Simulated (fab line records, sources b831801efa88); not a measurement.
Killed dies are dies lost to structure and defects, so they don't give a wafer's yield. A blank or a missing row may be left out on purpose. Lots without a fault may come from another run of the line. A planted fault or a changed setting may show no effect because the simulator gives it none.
A struck lot beside a sound one | flow sky130 | 15 steps out of a route of 708
Sound: wafers L980.2, L980.3, L980.5. Struck: wafer L976.4. (L976.6 of the same lot was not struck and is left out.) The cause comes at the end.
At each step with rows: each side's tool, then ch and its chambers, then its first start. Under that, the readings that differ: sound wafers | struck wafers | difference of the means | sigmas: that difference in standard deviations of wafers without a fault.
alike: readings whose means differ by less than 2 such deviations, and words and numbers that are the same on both sides. not compared: withheld readings, readings that some wafer has no value for, bounds like >300 that may hide the same value, and numbers for which the record gives no deviation and whose values overlap.
The two part at a step that has a row with sigmas, a row that says differs or no value, or rows on one side only. Numbers that don't overlap but have no deviation are shown without sigmas and don't part them. A reading that every wafer of one side lacks parts them only if that side has two wafers or more.

first, 8 steps without rows for these wafers: SKY_POLY_GATE_DEHYDRATE_05 (time 60 s); SKY_POLY_GATE_HMDS_06 (prime time 60 s); SKY_POLY_GATE_COAT_07 (resist thk 110 nm); SKY_POLY_GATE_COAT_08 (resist thk 450 nm); SKY_POLY_GATE_SOFTBAKE_09 (time 90 s); SKY_POLY_GATE_EXPOSE_10 (exposes mask P1M, target cd 150 nm); SKY_POLY_GATE_PEB_11; SKY_POLY_GATE_DEVELOP_12 (develop time 60 s).
SKY_POLY_GATE_CD_MEAS_13: target cd 150 nm.
  sound on cd_sem-01, day 20 14:02; struck on cd_sem-02, day 19 12:27
  alike: cd_nm
SKY_POLY_GATE_OVL_MEAS_14:
  sound on overlay-01, day 20 14:08; struck on overlay-01, day 19 12:32
  alike: POLY_GATE_OVL
SKY_POLY_GATE_ETCH_15: etches BARC in N2/H2, stops on SiO2, time 118.5 s, target depth 110 nm.
  sound on rie_diel-03 ch 0,1,2, day 20 14:10; struck on rie_diel-01 ch 2, day 19 12:35
  alike: bias_w, drypump_motor_current_A, oes_product_au, throttle_valve_pct
  not compared: rf_hours_counter_h
SKY_POLY_GATE_ETCH_16: etches Si3N4 in CH3F/O2, stops on poly-Si, time 147.5 s, target depth 75 nm.
  sound on rie_diel-03 ch 0,1,2, day 20 14:15; struck on rie_diel-01 ch 2, day 19 12:41
  reading               | sound             | struck | difference | sigmas
  oes_product_au (a.u.) | 0.631 0.638 0.635 | 0.646  | +0.011     | +2
  alike: bias_w, drypump_motor_current_A, throttle_valve_pct
  not compared: rf_hours_counter_h
SKY_POLY_GATE_ETCH_17: etches poly-Si in HBr/Cl2, stops on SiO2, target depth 180 nm, time 70.5 s.
  sound on rie_si-02 ch 1,2,3, day 20 14:21; struck on rie_si-01 ch 1, day 19 12:44
  reading                                          | sound             | struck | difference | sigmas
  oes_product_au (a.u.)                            | 0.986 0.991 0.990 | 0.866  | -0.123     | -17
  model.POLY_GATE.feature_depth_nm (nm)            | 177.7 177.9 179.2 | 146.7  | -31.6      |
  model.etch.depth_nm (nm)                         | 177.7 177.9 179.2 | 146.7  | -31.6      |
  model.KrF-thick_of_POLY_GATE_COAT_08.thk_nm (nm) | 137.7 131.3 140.8 | 160.9  | +24.3      |
  alike: bias_w, drypump_motor_current_A, mfc_cl2_sccm, throttle_valve_pct
  not compared: rf_hours_counter_h
SKY_POLY_GATE_STRIP_18: strips in O2/N2.
  sound on plasma_asher-02 ch 0, day 20 14:24; struck on plasma_asher-01 ch 1, day 19 12:49
  reading                      | sound             | struck | difference | sigmas
  strip_time_to_endpoint_s (s) | 3.127 3.067 3.179 | 3.380  | +0.256     | +9
  alike: drypump_motor_current_A, oes_product_au
  not compared: rf_hours_counter_h
then, 1 step without rows for these wafers: SKY_POLY_GATE_CLEAN_19 (cleans in SC1/SC2, time 150 s).

WHERE THEY PART
First at SKY_POLY_GATE_ETCH_16; last, within this record, at SKY_POLY_GATE_STRIP_18.

WHY: what the simulator had put in
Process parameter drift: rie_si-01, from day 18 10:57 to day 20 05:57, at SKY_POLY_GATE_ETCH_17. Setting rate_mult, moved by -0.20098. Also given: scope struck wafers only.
